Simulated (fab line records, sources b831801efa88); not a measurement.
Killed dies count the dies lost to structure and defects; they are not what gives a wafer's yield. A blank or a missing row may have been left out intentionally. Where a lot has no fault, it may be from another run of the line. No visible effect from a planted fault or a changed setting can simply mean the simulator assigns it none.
Which tool was responsible?    flow sky130    72 wafers from 24 lots sampled at 5 of the route's 708 steps

## WHAT EACH GAUGE READ, for each wafer
SKY_POLY_GATE_CD_MEAS_13: target cd 150 nm.
lot   measured      on         cd_nm (nm)
L074  day 16 03:08  cd_sem-01  153.0 153.1 152.6
L075  day 16 08:02  cd_sem-02  153.8 152.7 153.0
L076  day 16 14:28  cd_sem-01  147.0 147.4 148.3
L077  day 17 01:51  cd_sem-01  149.6 148.1 148.3
L078  day 17 07:44  cd_sem-02  150.0 149.5 150.7
L079  day 18 04:23  cd_sem-01  150.2 151.6 150.6
L080  day 18 04:43  cd_sem-02  151.2 151.1 150.5
L081  day 18 13:10  cd_sem-02  148.0 149.8 149.9
L082  day 18 19:46  cd_sem-01  149.2 149.0 150.3
L083  day 19 12:37  cd_sem-01  152.1 151.9 150.0
L084  day 20 00:28  cd_sem-01  150.4 150.4 151.3
L085  day 20 01:41  cd_sem-02  149.9 150.5 149.9
L086  day 20 12:27  cd_sem-01  149.4 151.6 151.2
L087  day 20 19:14  cd_sem-01  150.4 150.4 149.6
L088  day 21 05:43  cd_sem-02  151.8 151.2 152.0
L089  day 21 14:19  cd_sem-02  150.6 149.5 149.5
L090  day 21 19:19  cd_sem-01  149.9 149.3 150.4
L091  day 22 11:23  cd_sem-02  151.5 151.6 151.9
L092  day 23 03:20  cd_sem-02  149.4 150.5 148.6
L097  day 25 00:50  cd_sem-02  152.0 150.0 152.1
L094  day 25 01:44  cd_sem-01  150.9 149.3 151.3
L095  day 25 03:15  cd_sem-01  151.5 150.9 150.8
L093  day 25 04:58  cd_sem-01  152.2 150.9 150.2
L096  day 25 08:51  cd_sem-01  151.0 151.2 151.6

SKY_RES_XHIGH_TW_MEAS_09.
lot   measured      on             RES_XHIGH_TW
L074  day 26 10:16  film_metro-02  1632 1625 1636
L075  day 26 16:19  film_metro-04  1647 1642 1642
L076  day 26 20:22  film_metro-03  1642 1636 1630
L077  day 27 09:05  film_metro-03  1626 1625 1617
L078  day 27 17:57  film_metro-02  1629 1644 1639
L079  day 28 09:28  film_metro-02  1610 1620 1614
L080  day 28 09:45  film_metro-03  1630 1625 1626
L081  day 28 17:57  film_metro-04  1648 1642 1639
L082  day 29 03:34  film_metro-02  1614 1626 1621
L083  day 29 17:34  film_metro-04  1644 1643 1641
L084  day 30 04:32  film_metro-03  1628 1623 1629
L085  day 30 05:59  film_metro-04  1629 1636 1638
L086  day 30 13:26  film_metro-02  1631 1626 1625
L087  day 30 18:03  film_metro-04  1639 1643 1630
L088  day 31 05:07  film_metro-03  1653 1642 1641
L089  day 31 15:52  film_metro-04  1636 1649 1643
L090  day 31 19:19  film_metro-03  1642 1647 1638
L091  day 32 07:29  film_metro-04  1643 1652 1642
L092  day 32 22:29  film_metro-03  1643 1650 1643
L097  day 34 16:26  film_metro-04  1654 1664 1653
L094  day 34 16:25  film_metro-02  1625 1623 1633
L095  day 34 16:44  film_metro-04  1656 1642 1661
L093  day 34 18:44  film_metro-02  1634 1621 1622
L096  day 34 22:59  film_metro-04  1649 1652 1651

SKY_SD_N_RS_MEAS_18: the measuring method here is four-point-probe.
lot   measured      on             RES_XHIGH_RS (ohm/sq)
L074  day 27 16:22  film_metro-04  333.3 334.9 333.7
L075  day 27 22:44  film_metro-02  330.4 332.5 333.1
L076  day 28 01:31  film_metro-03  335.3 334.4 334.1
L077  day 28 14:35  film_metro-04  331.8 332.9 333.0
L078  day 28 22:37  film_metro-04  332.3 333.5 331.8
L079  day 29 14:35  film_metro-03  335.2 334.3 333.4
L080  day 29 15:34  film_metro-02  333.7 332.3 332.4
L081  day 30 00:01  film_metro-02  332.6 333.7 333.9
L082  day 30 09:09  film_metro-02  332.2 331.9 333.8
L083  day 30 21:19  film_metro-04  332.0 331.6 331.0
L084  day 31 08:25  film_metro-03  332.8 332.6 332.6
L085  day 31 09:52  film_metro-04  333.6 333.0 331.9
L086  day 31 17:50  film_metro-02  331.9 333.6 333.8
L087  day 31 22:08  film_metro-03  333.2 333.4 333.6
L088  day 32 08:56  film_metro-04  332.0 332.9 331.6
L089  day 32 20:11  film_metro-02  333.9 334.5 332.8
L090  day 32 23:35  film_metro-03  333.0 332.3 333.6
L091  day 33 11:32  film_metro-02  332.4 332.6 332.6
L092  day 34 01:44  film_metro-02  332.7 331.7 331.5
L097  day 35 19:28  film_metro-04  333.6 332.4 332.4
L094  day 35 19:13  film_metro-02  332.5 334.8 333.1
L095  day 35 19:58  film_metro-03  333.3 333.4 333.6
L093  day 35 21:47  film_metro-03  331.8 331.7 332.0
L096  day 36 02:16  film_metro-03  333.3 333.4 332.9

SKY_CONTACT_THK_MEAS_01.
lot   measured      on             CONTACT_CVD_00_THK (nm)
L074  day 30 04:41  film_metro-01  74.6 77.6 75.4
L075  day 30 11:31  film_metro-04  72.4 74.7 76.3
L076  day 30 13:55  film_metro-01  74.1 77.2 74.7
L077  day 31 02:22  film_metro-04  72.4 74.2 75.0
L078  day 31 09:25  film_metro-01  72.6 75.7 73.4
L079  day 31 23:04  film_metro-01  72.6 73.4 74.6
L080  day 32 01:29  film_metro-04  74.4 72.9 73.6
L081  day 32 10:20  film_metro-04  74.7 76.3 75.8
L082  day 32 18:18  film_metro-03  71.0 75.1 72.3
L083  day 33 08:50  film_metro-04  75.0 73.8 74.5
L084  day 33 16:58  film_metro-04  73.4 74.1 74.2
L085  day 33 18:37  film_metro-01  74.2 76.5 76.4
L086  day 34 03:14  film_metro-03  74.3 76.8 74.8
L087  day 34 06:56  film_metro-03  74.2 74.3 74.2
L088  day 34 17:38  film_metro-04  73.7 74.1 75.3
L089  day 35 03:20  film_metro-03  74.5 75.1 73.5
L090  day 35 08:33  film_metro-01  74.7 76.2 76.4
L091  day 35 18:19  film_metro-01  75.2 73.7 77.4
L092  day 36 08:53  film_metro-01  75.6 75.1 74.8
L097  day 38 02:29  film_metro-01  73.2 74.5 76.0
L094  day 38 01:50  film_metro-01  75.4 75.8 75.3
L095  day 38 03:26  film_metro-04  74.7 74.8 76.3
L093  day 38 05:29  film_metro-03  71.9 72.3 74.2
L096  day 38 09:18  film_metro-03  73.0 71.7 75.8

## WHAT TOOL EACH LOT RAN ON (gives the tool, then ch and the chambers of the sampled wafers, and finally the start)
lot   SKY_POLY_GATE_ETCH_16
L074  rie_diel-02 ch 1,2,3, day 16 03:20
L075  rie_diel-02 ch 1,2, day 16 08:14
L076  rie_diel-03 ch 1,3, day 16 14:41
L077  rie_diel-04 ch 0,1,2, day 17 02:05
L078  rie_diel-04 ch 2,3, day 17 07:58
L079  rie_diel-03 ch 0,3, day 18 04:37
L080  rie_diel-04 ch 0,1,2, day 18 04:58
L081  rie_diel-03 ch 2,3, day 18 13:22
L082  rie_diel-03 ch 0,3, day 18 19:58
L083  rie_diel-04 ch 0,1,2, day 19 12:52
L084  rie_diel-02 ch 0,1,2, day 20 00:43
L085  rie_diel-04 ch 0,2,3, day 20 01:55
L086  rie_diel-02 ch 1,2,3, day 20 12:40
L087  rie_diel-04 ch 1,2,3, day 20 19:28
L088  rie_diel-03 ch 0,2,3, day 21 05:58
L089  rie_diel-04 ch 0,1,2, day 21 14:34
L090  rie_diel-04 ch 0,1,3, day 21 19:34
L091  rie_diel-02 ch 1,2,3, day 22 11:37
L092  rie_diel-02 ch 0,1, day 23 03:31
L097  rie_diel-02 ch 0,1,2, day 25 01:04
L094  rie_diel-04 ch 0,2,3, day 25 01:56
L095  rie_diel-02 ch 1,2, day 25 03:29
L093  rie_diel-02 ch 0,3, day 25 05:11
L096  rie_diel-02 ch 0,1,3, day 25 09:04
- SKY_POLY_GATE_ETCH_16: etches Si3N4 in CH3F/O2, stops on poly-Si, time 147.5 s, target depth 75 nm.

## WHAT THE TOOLS THEMSELVES READ (means of the sampled wafers that have a number; where no wafer has one, the mark that the record gives instead)
SKY_POLY_GATE_ETCH_16.
lot   tool         bias_w (W)  drypump_motor_current_A (A)  oes_product_au (a.u.)  throttle_valve_pct (%)
L074  rie_diel-02  79.73       5.7                          0.640                  10.536
L075  rie_diel-02  79.94       5.9                          0.645                  10.543
L076  rie_diel-03  80.09       6.2                          0.639                  10.534
L077  rie_diel-04  79.98       5.8                          0.641                  10.523
L078  rie_diel-04  80.25       5.8                          0.638                  10.536
L079  rie_diel-03  79.98       5.7                          0.634                  10.538
L080  rie_diel-04  79.92       5.8                          0.646                  10.537
L081  rie_diel-03  79.85       5.8                          0.638                  10.528
L082  rie_diel-03  79.75       5.7                          0.640                  10.540
L083  rie_diel-04  80.00       5.8                          0.635                  10.529
L084  rie_diel-02  79.80       5.8                          0.638                  10.547
L085  rie_diel-04  80.08       5.8                          0.641                  10.537
L086  rie_diel-02  80.04       5.7                          0.641                  10.543
L087  rie_diel-04  80.03       5.7                          0.639                  10.539
L088  rie_diel-03  79.98       5.8                          0.634                  10.531
L089  rie_diel-04  80.04       5.8                          0.645                  10.539
L090  rie_diel-04  79.91       5.6                          0.639                  10.540
L091  rie_diel-02  80.27       5.7                          0.639                  10.543
L092  rie_diel-02  80.05       6.0                          0.641                  10.528
L097  rie_diel-02  79.68       5.9                          0.641                  10.533
L094  rie_diel-04  80.04       5.7                          0.634                  10.541
L095  rie_diel-02  80.01       6.1                          0.638                  10.531
L093  rie_diel-02  80.12       5.2                          0.638                  10.536
L096  rie_diel-02  79.96       5.6                          0.640                  10.530

## THE ANSWER, worked out from the rows above alone
Rule: the usual values come from the lots themselves. Put in order of their means at a reading, lots are off if they are a third of the lots or fewer, leave a main group of 4 or more, and stand apart from it by a gap of 3 or more times the standard deviation of the main group's means; of several such gaps the widest counts. Not used: any main group whose means are identical at the precision the tables above print for the reading. Also off: a lot with no number at a reading for which 4 or more lots have one. Where the step has rows for the other lots, those lots are counted as sound. The gauges are gone through in route order, then the tools' own readings, and for those a lot's mean is taken as printed above. The first step at which some lot is off is used, and at that step the reading that is off furthest; a lot without a number counts as furthest.
Across all readings shown, no lot is off: no conclusion can be drawn from this.

## WHAT HAD BEEN PUT IN BY THE SIMULATOR
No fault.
